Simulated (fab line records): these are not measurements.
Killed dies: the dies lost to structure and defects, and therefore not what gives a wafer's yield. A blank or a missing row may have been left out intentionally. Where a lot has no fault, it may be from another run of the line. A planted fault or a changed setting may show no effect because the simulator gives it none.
fab line records	flow sky130
record lots=7	wafers=21	last-day=49
route steps=708 shown VT_ADJUST_HVTR@139 VT_ADJUST_PCH@143
lots with no fault: from the same line, run without faults
start-h: hours from the record's first day to the start of the lot's first wafer shown	wait-h: how many hours have passed since the lot's step before this one	" same as the row above	L1.1+2: one row covering several wafers at once	- no value, or no start given	* or withheld: withheld	< > ~ a bound
route shown NAME@n: names a module that has steps shown in the file, with the first one's number in the route	usual: the fault-free wafers' mean and standard deviation	same: alike in all rows	chamber/n: place in a boat	sites: the reading at each site	_std_site: the values' standard deviation	_edge_site: the outer-site mean with the inner-site mean subtracted	radius-mm: for every site, how far away it sits from the centre of the wafer	mask NAME#n: copy n	behind: the last tool/chamber to shape the wafer	hold: why the lot went on hold/how many hours it stayed there/how the hold came to an end	device: which transistor (n, p or np) failed to switch	end of line: tests of these same wafers at the route's end	a step given without rows: its recipe and nothing more	killed: at the first sort, the dies lost to defects and structure; wafer yield is something else	map: dies across one wafer; x = killed, . = not, _ = none there
set.NAME: setting as actually run; set.NAME@STEP: the setting as run at that earlier step	model.NAME: the simulator's own value behind a step, which no gauge read
lots seen at some steps along the route; tables by step, rows by wafer
services: the hour from which a tool's chamber was out of use, counted from the record's first day as start-h (under 0 if before that day), plus the number of hours and why
## steps
# step SKY_VT_ADJUST_HVTR_OVL_MEAS_08
# usual VT_ADJUST_HVTR_OVL=0.1/1.7
lot.wafer	tool	chamber	start-h	wait-h	VT_ADJUST_HVTR_OVL[nm]
L844.1	overlay-01	-	196.81	0.1	0.2
L844.3	"	-	"	"	0.9
L844.5	"	-	"	"	1.3
L845.1	overlay-01	-	224.46	0.1	-1.1
L845.2	"	-	"	"	-0.1
L845.6	"	-	"	"	-1.2
L848.2	overlay-02	-	230.56	0.1	-0.4
L848.3	"	-	"	"	-0.5
L848.4	"	-	"	"	0.6
L847.2	overlay-01	-	232.17	0.1	1.3
L847.3	"	-	"	"	0.8
L847.6	"	-	"	"	0.4
L860.2	overlay-01	-	336.87	0.1	-1.5
L860.4	"	-	"	"	-3.1
L860.6	"	-	"	"	-1.6
L859.3	overlay-01	-	337.07	0.1	-0.5
L859.5	"	-	"	"	0.0
L859.6	"	-	"	"	-0.6
L864.1	overlay-02	-	349.66	0.1	2.0
L864.2	"	-	"	"	1.1
L864.5	"	-	"	"	0.6
# step SKY_VT_ADJUST_HVTR_IMPLANT_09
# recipe species=B	energy-kev=10	dose-cm2=2.1e+12	tilt-deg=withheld
# step SKY_VT_ADJUST_HVTR_STRIP_10
# recipe chemistry=O2/N2	power-w=1400	pressure-mtorr=1500	platen-temp-c=withheld	o2-flow-sccm=3000	n2-flow-sccm=300	overash-fraction=0.5
# usual drypump-motor-current-A=5.7/0.3	oes-product-au=0.716/0.0041	strip-time-to-endpoint-s=14.17/0.049
lot.wafer	tool	chamber	start-h	wait-h	drypump-motor-current-A	oes-product-au	rf-hours-counter-h	strip-time-to-endpoint-s
L844.1	plasma-asher-03	1	197.00	0.1	5.7	0.717	6	14.18
L844.3	"	0	"	"	5.9	0.716	-	14.18
L844.5	"	0	"	"	5.9	0.708	-	14.17
L845.1	plasma-asher-01	1	224.65	0.1	5.9	0.717	43	14.19
L845.2	"	0	"	"	5.5	0.714	43	14.17
L845.6	"	0	"	"	5.5	0.717	-	14.18
L848.2	plasma-asher-03	0	230.74	0.1	5.9	0.714	9	14.17
L848.3	"	1	"	"	5.7	0.719	-	14.11
L848.4	"	0	"	"	5.9	0.713	-	14.13
L847.2	plasma-asher-03	1	232.35	0.1	5.8	0.714	9	14.09
L847.3	"	0	"	"	5.9	0.712	-	14.14
L847.6	"	1	"	"	5.7	0.713	-	14.09
L860.2	plasma-asher-01	1	337.05	0.1	5.8	0.708	54	14.17
L860.4	"	0	"	"	5.4	0.707	-	14.18
L860.6	"	1	"	"	5.8	0.724	-	14.11
L859.3	plasma-asher-04	0	337.28	0.1	6.3	0.720	-	14.19
L859.5	"	1	"	"	5.3	0.717	-	14.22
L859.6	"	0	"	"	6.3	0.709	-	14.17
L864.1	plasma-asher-04	1	349.84	0.1	5.3	0.720	70	14.15
L864.2	"	0	"	"	6.3	0.711	70	14.19
L864.5	"	1	"	"	5.3	0.716	-	14.18
# step SKY_VT_ADJUST_HVTR_TW_MEAS_11
# usual VT_ADJUST_HVTR_TW=212.5/2.6
lot.wafer	tool	chamber	start-h	wait-h	VT_ADJUST_HVTR_TW
L844.1	film-metro-03	-	197.10	0.1	208.4
L844.3	"	-	"	"	208.7
L844.5	"	-	"	"	208.4
L845.1	film-metro-01	-	224.75	0.1	215.6
L845.2	"	-	"	"	213.6
L845.6	"	-	"	"	214.2
L848.2	film-metro-02	-	230.85	0.1	212.5
L848.3	"	-	"	"	213.7
L848.4	"	-	"	"	213.8
L847.2	film-metro-01	-	232.46	0.1	215.1
L847.3	"	-	"	"	215.6
L847.6	"	-	"	"	214.4
L860.2	film-metro-02	-	337.16	0.1	213.8
L860.4	"	-	"	"	214.0
L860.6	"	-	"	"	213.9
L859.3	film-metro-01	-	337.37	0.1	214.9
L859.5	"	-	"	"	216.1
L859.6	"	-	"	"	215.6
L864.1	film-metro-03	-	349.94	0.1	208.7
L864.2	"	-	"	"	209.1
L864.5	"	-	"	"	208.5
# step SKY_VT_ADJUST_PCH_DEHYDRATE_00
# recipe temp-c=200	time-s=60
# step SKY_VT_ADJUST_PCH_HMDS_01
# recipe prime-time-s=60	prime-temp-c=120
# step SKY_VT_ADJUST_PCH_COAT_02
# recipe spin-rpm=2000	resist-thk-nm=3000
# step SKY_VT_ADJUST_PCH_SOFTBAKE_03
# recipe temp-c=110	time-s=withheld
# step SKY_VT_ADJUST_PCH_EXPOSE_04
# recipe mask-id=NWM	na=0.6	source-shape=conventional	sigma-outer=0.6	polarization=unpolarized	target-cd-nm=840	dose-mj=255
# step SKY_VT_ADJUST_PCH_PEB_05
# recipe temp-c=115	time-s=withheld
# step SKY_VT_ADJUST_PCH_DEVELOP_06
# recipe wall-angle-deg=90	developer=TMAH	develop-time-s=60	dev-temp-c=23
# step SKY_VT_ADJUST_PCH_OVL_MEAS_07
# usual VT_ADJUST_PCH_OVL=0.1/1.2
lot.wafer	tool	chamber	start-h	wait-h	VT_ADJUST_PCH_OVL[nm]
L844.1	overlay-02	-	218.99	-	-1.3
L844.3	"	-	"	"	0.5
L844.5	"	-	"	"	-0.9
L845.1	overlay-01	-	246.29	-	-2.0
L845.2	"	-	"	"	1.2
L845.6	"	-	"	"	0.5
L848.2	overlay-02	-	252.29	-	-1.0
L848.3	"	-	"	"	-0.7
L848.4	"	-	"	"	-2.1
L847.2	overlay-01	-	254.44	-	-1.9
L847.3	"	-	"	"	-1.6
L847.6	"	-	"	"	-1.3
L860.2	overlay-01	-	364.35	-	-0.6
L860.4	"	-	"	"	-1.2
L860.6	"	-	"	"	-1.0
L859.3	overlay-01	-	364.51	-	0.4
L859.5	"	-	"	"	0.8
L859.6	"	-	"	"	0.4
L864.1	overlay-02	-	377.74	-	0.5
L864.2	"	-	"	"	0.1
L864.5	"	-	"	"	-0.6
# step SKY_VT_ADJUST_PCH_IMPLANT_08
# recipe species=B	energy-kev=10	dose-cm2=5e+11	tilt-deg=withheld
# usual beam-energy-keV=10.000/0.0031	beam-on-s=10.02/0.19
lot.wafer	tool	chamber	start-h	wait-h	beam-energy-keV	beam-on-s
L844.1	implanter-04	0	219.02	0.0	9.996	9.64
L844.3	"	0	"	"	10.000	9.81
L844.5	"	0	"	"	9.998	10.22
L845.1	implanter-02	-	246.33	0.0	-	-
L845.2	"	-	"	"	-	-
L845.6	"	-	"	"	-	-
L848.2	implanter-02	-	252.35	0.0	-	-
L848.3	"	-	"	"	-	-
L848.4	"	-	"	"	-	-
L847.2	implanter-04	-	254.50	0.0	-	-
L847.3	"	-	"	"	-	-
L847.6	"	-	"	"	-	-
L860.2	implanter-04	0	364.40	0.0	9.998	10.10
L860.4	"	0	"	"	10.000	9.81
L860.6	"	0	"	"	9.999	9.88
L859.3	implanter-03	0	364.58	0.1	10.005	10.00
L859.5	"	0	"	"	10.004	10.28
L859.6	"	0	"	"	10.003	10.09
L864.1	implanter-03	0	377.78	0.0	9.996	9.95
L864.2	"	0	"	"	9.995	10.04
L864.5	"	0	"	"	9.998	9.71
# step SKY_VT_ADJUST_PCH_STRIP_09
# recipe chemistry=O2/N2	power-w=1400	pressure-mtorr=1500	platen-temp-c=withheld	o2-flow-sccm=3000	n2-flow-sccm=300	overash-fraction=0.5
# usual drypump-motor-current-A=5.6/0.36	oes-product-au=0.723/0.0043	strip-time-to-endpoint-s=36.93/0.078
lot.wafer	tool	chamber	start-h	wait-h	drypump-motor-current-A	oes-product-au	rf-hours-counter-h	strip-time-to-endpoint-s
L844.1	plasma-asher-01	1	219.17	0.1	5.8	0.724	43	36.79
L844.3	"	0	"	"	5.4	0.730	-	36.85
L844.5	"	0	"	"	5.4	0.722	-	36.89
L845.1	plasma-asher-01	0	246.48	0.1	5.4	0.724	46	36.78
L845.2	"	1	"	"	5.8	0.722	46	36.84
L845.6	"	0	"	"	5.4	0.720	-	36.88
L848.2	plasma-asher-01	0	252.47	0.1	5.4	0.720	46	36.91
L848.3	"	1	"	"	5.8	0.721	-	37.00
L848.4	"	0	"	"	5.4	0.728	-	37.01
L847.2	plasma-asher-01	1	254.62	0.1	5.8	0.722	46	37.07
L847.3	"	1	"	"	5.8	0.733	-	37.15
L847.6	"	1	"	"	5.8	0.726	-	37.08
L860.2	plasma-asher-04	1	364.53	0.1	5.3	0.722	71	37.05
L860.4	"	0	"	"	6.3	0.724	-	36.92
L860.6	"	1	"	"	5.2	0.722	-	37.05
L859.3	plasma-asher-02	0	364.71	0.1	5.6	0.720	-	36.94
L859.5	"	1	"	"	5.0	0.718	-	36.95
L859.6	"	0	"	"	5.6	0.722	-	36.86
L864.1	plasma-asher-01	0	377.93	0.1	5.5	0.723	58	36.92
L864.2	"	1	"	"	5.8	0.725	58	36.96
L864.5	"	0	"	"	5.4	0.721	-	37.00
# step SKY_VT_ADJUST_PCH_TW_MEAS_10
# usual VT_ADJUST_PCH_TW=143.1/1.5
lot.wafer	tool	chamber	start-h	wait-h	VT_ADJUST_PCH_TW
L844.1	film-metro-02	-	219.27	0.1	143.9
L844.3	"	-	"	"	144.7
L844.5	"	-	"	"	144.2
L845.1	film-metro-03	-	246.58	0.1	29.7
L845.2	"	-	"	"	29.6
L845.6	"	-	"	"	29.6
L848.2	film-metro-04	-	252.58	0.1	30.2
L848.3	"	-	"	"	30.2
L848.4	"	-	"	"	30.3
L847.2	film-metro-04	-	254.73	0.1	30.3
L847.3	"	-	"	"	30.3
L847.6	"	-	"	"	30.3
L860.2	film-metro-02	-	364.64	0.1	143.8
L860.4	"	-	"	"	144.6
L860.6	"	-	"	"	144.2
L859.3	film-metro-02	-	364.80	0.1	144.2
L859.5	"	-	"	"	144.5
L859.6	"	-	"	"	144.1
L864.1	film-metro-02	-	378.03	0.1	144.3
L864.2	"	-	"	"	144.0
L864.5	"	-	"	"	144.5
## services
tool	chamber	start-h	hours	kind
plasma-asher-03	-	182.83	2.8	pm
implanter-03	-	191.10	4.7	pm
implanter-03	-	202.48	21.4	pm
implanter-04	-	205.75	7.8	pm
implanter-04	-	214.52	0.6	repair
implanter-04	-	215.14	2.4	repair
plasma-asher-04	-	229.18	4.7	repair
implanter-03	-	245.49	1.7	repair
implanter-04	-	268.62	2.6	repair
plasma-asher-02	-	283.51	3.4	repair
implanter-04	-	293.74	3.9	repair
implanter-04	-	337.71	1.4	repair
implanter-04	-	354.34	1.0	repair
implanter-04	-	366.44	7.4	pm
plasma-asher-03	-	367.33	7.1	repair
## key
first-sign step=SKY_VT_ADJUST_PCH_IMPLANT_08	reading=tool-record	direction=missing
effect step=SKY_VT_ADJUST_PCH_TW_MEAS_10	reading=VT_ADJUST_PCH_TW	direction=down	sigmas=74	usual=143.1	struck=30.0
met-at SKY_VT_ADJUST_PCH_IMPLANT_08
struck-wafers L845.1,L845.2,L845.6,L847.2,L847.3,L847.6,L848.2,L848.3,L848.4
later-rows-left-out L845.1,L845.2,L845.6,L847.2,L847.3,L847.6,L848.2,L848.3,L848.4
sort-left-out L845.1,L845.2,L845.6,L847.2,L847.3,L847.6,L848.2,L848.3,L848.4
tester-left-out L845,L847,L848
onset-between 219.02 246.33
fault kind=skipped-step-whole	tool=implanter-02,implanter-04	chamber=-	onset-h=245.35	steps=SKY_VT_ADJUST_PCH_IMPLANT_08	scope=struck-lots-only
# tester-left-out: of these lots the tester's yield and bins aren't shown, on N5 and GAA mostly nor the transistor test; their killed dies are dies lost to structure and defects alone, not to doping, threshold or leakage, so they don't give the yield
# sort-left-out: the simulated sort isn't trusted on such a fault, so these wafers' sort isn't shown, and their yield isn't known
# later-rows-left-out: the simulator's readings of these wafers behind a module that went badly wrong aren't trusted and aren't shown, but for the sort
